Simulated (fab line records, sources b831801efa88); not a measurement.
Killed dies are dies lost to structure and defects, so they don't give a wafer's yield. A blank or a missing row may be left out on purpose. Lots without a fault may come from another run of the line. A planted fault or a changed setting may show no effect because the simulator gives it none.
Which tool did it? | flow gf180mcu | 24 lots, 72 wafers sampled, at 2 steps of a route of 602

WHAT THE GAUGES READ, wafer by wafer
GF_M1_THK_MEAS_06: measures by xrf.
lot  | measured     | on            | M1_ALCU_THK (nm)
L074 | day 16 07:23 | film_metro-04 | 450 454 449
L075 | day 16 13:26 | film_metro-03 | 444 440 441
L076 | day 17 00:25 | film_metro-03 | 452 451 447
L077 | day 17 12:44 | film_metro-04 | 445 444 447
L078 | day 17 17:24 | film_metro-04 | 439 446 439
L079 | day 18 07:13 | film_metro-04 | 450 447 454
L080 | day 18 17:15 | film_metro-04 | 436 444 439
L081 | day 18 23:56 | film_metro-02 | 437 438 440
L082 | day 19 05:22 | film_metro-02 | 433 434 437
L083 | day 19 17:02 | film_metro-04 | 454 456 449
L084 | day 20 02:56 | film_metro-02 | 447 450 447
L085 | day 20 08:47 | film_metro-03 | 445 447 450
L086 | day 20 10:39 | film_metro-03 | 452 445 451
L087 | day 21 02:20 | film_metro-04 | 434 438 436
L088 | day 21 08:52 | film_metro-03 | 449 445 449
L089 | day 21 19:22 | film_metro-02 | 443 442 442
L090 | day 21 23:56 | film_metro-03 | 438 439 442
L091 | day 22 08:25 | film_metro-02 | 426 430 429
L092 | day 22 18:18 | film_metro-04 | 447 444 443
L093 | day 23 02:40 | film_metro-02 | 438 440 442
L094 | day 23 07:20 | film_metro-03 | 438 439 435
L095 | day 23 15:08 | film_metro-04 | 451 450 452
L096 | day 24 04:28 | film_metro-02 | 446 441 444
L097 | day 24 04:50 | film_metro-02 | 441 442 441

WHICH TOOL RAN EACH LOT (tool, then ch and the chambers of the sampled wafers, then the start)
lot  | GF_SALICIDE_RTA_06
L074 | rtp_anneal-01 ch 0, day 15 06:34
L075 | rtp_anneal-02 ch 0, day 15 12:44
L076 | rtp_anneal-02 ch 0, day 15 23:27
L077 | rtp_anneal-01 ch 0, day 16 10:32
L078 | rtp_anneal-02 ch 0, day 16 15:57
L079 | rtp_anneal-02 ch 0, day 17 04:50
L080 | rtp_anneal-01 ch 0, day 17 15:20
L081 | rtp_anneal-02 ch 0, day 17 21:24
L082 | rtp_anneal-02 ch 0, day 18 02:49
L083 | rtp_anneal-01 ch 0, day 18 14:20
L084 | rtp_anneal-01 ch 0, day 19 00:33
L085 | rtp_anneal-02 ch 0, day 19 05:49
L086 | rtp_anneal-02 ch 0, day 19 07:36
L087 | rtp_anneal-02 ch 0, day 19 23:11
L088 | rtp_anneal-02 ch 0, day 20 06:33
L089 | rtp_anneal-01 ch 0, day 20 17:07
L090 | rtp_anneal-01 ch 0, day 20 22:05
L091 | rtp_anneal-02 ch 0, day 21 06:06
L092 | rtp_anneal-02 ch 0, day 21 16:35
L093 | rtp_anneal-01 ch 0, day 22 00:43
L094 | rtp_anneal-01 ch 0, day 22 05:34
L095 | rtp_anneal-01 ch 0, day 22 13:07
L096 | rtp_anneal-01 ch 0, day 23 03:36
L097 | rtp_anneal-01 ch 0, day 23 04:08
- GF_SALICIDE_RTA_06: time 30 s.

WHAT THE TOOLS THEMSELVES READ (means of the sampled wafers that have a number; where no wafer has one, the mark that the record gives instead)
GF_SALICIDE_RTA_06.
lot  | tool          | lamp_power_pct (%) | wafer_temp_C_max
L074 | rtp_anneal-01 | 5.65               | 532.3
L075 | rtp_anneal-02 | 5.94               | 532.2
L076 | rtp_anneal-02 | 5.94               | 531.9
L077 | rtp_anneal-01 | 5.64               | 532.3
L078 | rtp_anneal-02 | 5.93               | 531.8
L079 | rtp_anneal-02 | 5.94               | 532.1
L080 | rtp_anneal-01 | 5.65               | 532.9
L081 | rtp_anneal-02 | 5.94               | 532.3
L082 | rtp_anneal-02 | 5.93               | 532.4
L083 | rtp_anneal-01 | 5.65               | 532.8
L084 | rtp_anneal-01 | 5.65               | 532.9
L085 | rtp_anneal-02 | 5.94               | 531.8
L086 | rtp_anneal-02 | 5.93               | 532.0
L087 | rtp_anneal-02 | 5.93               | 532.2
L088 | rtp_anneal-02 | 5.93               | 532.0
L089 | rtp_anneal-01 | 5.65               | 532.7
L090 | rtp_anneal-01 | 5.65               | 532.9
L091 | rtp_anneal-02 | 5.93               | 532.4
L092 | rtp_anneal-02 | 5.93               | 532.7
L093 | rtp_anneal-01 | 5.65               | 532.7
L094 | rtp_anneal-01 | 5.64               | 532.3
L095 | rtp_anneal-01 | 5.65               | 532.5
L096 | rtp_anneal-01 | 5.64               | 532.0
L097 | rtp_anneal-01 | 5.65               | 532.4

THE ANSWER, worked out from the rows above alone
Rule: what is usual is taken from the lots themselves. Put in order of their means at a reading, lots are off if they are a third of the lots or fewer, leave a main group of 4 or more, and stand apart from it by a gap of 3 or more times the standard deviation of the main group's means; of several such gaps the widest counts. A main group whose means are all the same, to the digits that the tables above print for the reading, isn't used. A lot without any number at a reading at which 4 lots or more have one is off too. The other lots that the step has rows for count as sound. The gauges are gone through in route order, then the tools' own readings, and for those a lot's mean is taken as printed above. The first step at which some lot is off is used, and at that step the reading that is off furthest; a lot without a number counts as furthest.
No lot is off at any reading shown: from this, nothing can be told.

WHAT THE SIMULATOR HAD PUT IN
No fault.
